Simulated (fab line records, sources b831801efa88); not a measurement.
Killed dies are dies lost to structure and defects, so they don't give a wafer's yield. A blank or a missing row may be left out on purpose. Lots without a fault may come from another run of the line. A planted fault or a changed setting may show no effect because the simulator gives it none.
Which tool did it? | flow gf180mcu | 12 lots, 36 wafers sampled, at 4 steps of a route of 602

WHAT THE GAUGES READ, wafer by wafer
GF_PSD_RS_MEAS_14: measures by four-point-probe.
lot  | measured     | on            | NSD_RS (ohm/sq)
L207 | day 14 22:10 | film_metro-01 | 46.27 46.12 46.15
L210 | day 15 21:33 | film_metro-02 | 46.14 46.17 46.09
L212 | day 16 11:24 | film_metro-01 | 46.18 46.10 46.29
L213 | day 17 00:28 | film_metro-01 | 46.18 46.25 46.27
L214 | day 17 17:12 | film_metro-04 | 46.18 46.19 46.28
L216 | day 17 18:08 | film_metro-04 | 46.14 46.23 46.20
L223 | day 20 04:33 | film_metro-02 | 46.04 46.22 46.08
L224 | day 20 12:44 | film_metro-04 | 46.26 46.07 46.24
L226 | day 21 00:13 | film_metro-04 | 46.12 46.06 46.20
L225 | day 21 03:29 | film_metro-01 | 46.05 46.07 46.15
L228 | day 21 19:13 | film_metro-04 | 46.14 46.08 46.06
L229 | day 21 19:39 | film_metro-01 | 46.24 46.17 46.14

GF_V1_THK_MEAS_03.
lot  | measured     | on            | V1_CVD_02_THK (nm)
L207 | day 17 21:25 | film_metro-02 | 841 862 858
L210 | day 18 22:22 | film_metro-02 | 846 842 859
L212 | day 19 13:47 | film_metro-04 | 797 841 856
L213 | day 20 03:49 | film_metro-02 | 802 838 843
L214 | day 20 21:20 | film_metro-02 | 829 860 853
L216 | day 20 22:15 | film_metro-04 | 841 846 816
L223 | day 23 06:11 | film_metro-03 | 849 868 855
L224 | day 23 15:47 | film_metro-04 | 865 857 862
L226 | day 24 01:49 | film_metro-03 | 852 846 869
L225 | day 24 05:58 | film_metro-02 | 821 835 844
L228 | day 24 18:13 | film_metro-03 | 845 841 857
L229 | day 24 20:33 | film_metro-03 | 854 860 862

WHICH TOOL RAN EACH LOT (tool, then ch and the chambers of the sampled wafers, then the start)
lot  | GF_SALICIDE_SPUTTER_02       | GF_V1_CVD_02
L207 | pvd_sputter-04, day 15 20:22 | pecvd-04 ch 0,2, day 17 21:20
L210 | pvd_sputter-04, day 16 20:25 | pecvd-03 ch 1,2, day 18 22:17
L212 | pvd_sputter-01, day 17 10:36 | pecvd-03 ch 0,1,2, day 19 13:43
L213 | pvd_sputter-04, day 18 00:05 | pecvd-03 ch 0,1, day 20 03:44
L214 | pvd_sputter-04, day 18 16:59 | pecvd-02 ch 0,1, day 20 21:16
L216 | pvd_sputter-01, day 18 18:04 | pecvd-03 ch 0,1, day 20 22:11
L223 | pvd_sputter-01, day 21 04:28 | pecvd-03 ch 0,1,2, day 23 06:06
L224 | pvd_sputter-01, day 21 13:16 | pecvd-03 ch 0,2, day 23 15:41
L226 | pvd_sputter-04, day 22 00:57 | pecvd-04 ch 0,1, day 24 01:44
L225 | pvd_sputter-04, day 22 03:38 | pecvd-02 ch 1,2, day 24 05:53
L228 | pvd_sputter-01, day 22 18:47 | pecvd-04 ch 1,2, day 24 18:08
L229 | pvd_sputter-03, day 22 19:25 | pecvd-04 ch 0,1,2, day 24 20:28
- GF_SALICIDE_SPUTTER_02: material Co, target thk 10 nm, time 20 s.
- GF_V1_CVD_02: deposits SiO2 from TEOS, target thk 850 nm, time 94.851 s.

WHAT THE TOOLS THEMSELVES READ (means of the sampled wafers that have a number; where no wafer has one, the mark that the record gives instead)
GF_SALICIDE_SPUTTER_02.
lot  | tool           | throttle_valve_pct (%)
L207 | pvd_sputter-04 | 29.7
L210 | pvd_sputter-04 | 30.3
L212 | pvd_sputter-01 | 30.5
L213 | pvd_sputter-04 | 29.9
L214 | pvd_sputter-04 | 29.9
L216 | pvd_sputter-01 | 28.8
L223 | pvd_sputter-01 | 29.8
L224 | pvd_sputter-01 | 30.2
L226 | pvd_sputter-04 | 29.2
L225 | pvd_sputter-04 | 30.4
L228 | pvd_sputter-01 | 30.1
L229 | pvd_sputter-03 | 30.0

GF_V1_CVD_02.
lot  | tool     | heater_power_w (W) | rf_fwd_power_W (W)
L207 | pecvd-04 | 775                | 596.2
L210 | pecvd-03 | 578                | 596.7
L212 | pecvd-03 | 626                | 562.8
L213 | pecvd-03 | 641                | 564.8
L214 | pecvd-02 | 597                | 595.9
L216 | pecvd-03 | 656                | 563.5
L223 | pecvd-03 | 575                | 596.8
L224 | pecvd-03 | 621                | 596.0
L226 | pecvd-04 | 640                | 594.7
L225 | pecvd-02 | 667                | 595.2
L228 | pecvd-04 | 685                | 595.4
L229 | pecvd-04 | 749                | 594.7

THE ANSWER, worked out from the rows above alone
Rule: what is usual is taken from the lots themselves. Put in order of their means at a reading, lots are off if they are a third of the lots or fewer, leave a main group of 4 or more, and stand apart from it by a gap of 3 or more times the standard deviation of the main group's means; of several such gaps the widest counts. A main group whose means are all the same, to the digits that the tables above print for the reading, isn't used. A lot without any number at a reading at which 4 lots or more have one is off too. The other lots that the step has rows for count as sound. The gauges are gone through in route order, then the tools' own readings, and for those a lot's mean is taken as printed above. The first step at which some lot is off is used, and at that step the reading that is off furthest; a lot without a number counts as furthest.
Off: L212, L213, L216, at GF_V1_CVD_02 (rf_fwd_power_W). The main group: mean 595.7 W, standard deviation 0.74.
A tool fits if, at that step or a process step before it, it ran every lot that is off, and no sound lot after the first of them. None of those tried fits.

WHAT THE SIMULATOR HAD PUT IN
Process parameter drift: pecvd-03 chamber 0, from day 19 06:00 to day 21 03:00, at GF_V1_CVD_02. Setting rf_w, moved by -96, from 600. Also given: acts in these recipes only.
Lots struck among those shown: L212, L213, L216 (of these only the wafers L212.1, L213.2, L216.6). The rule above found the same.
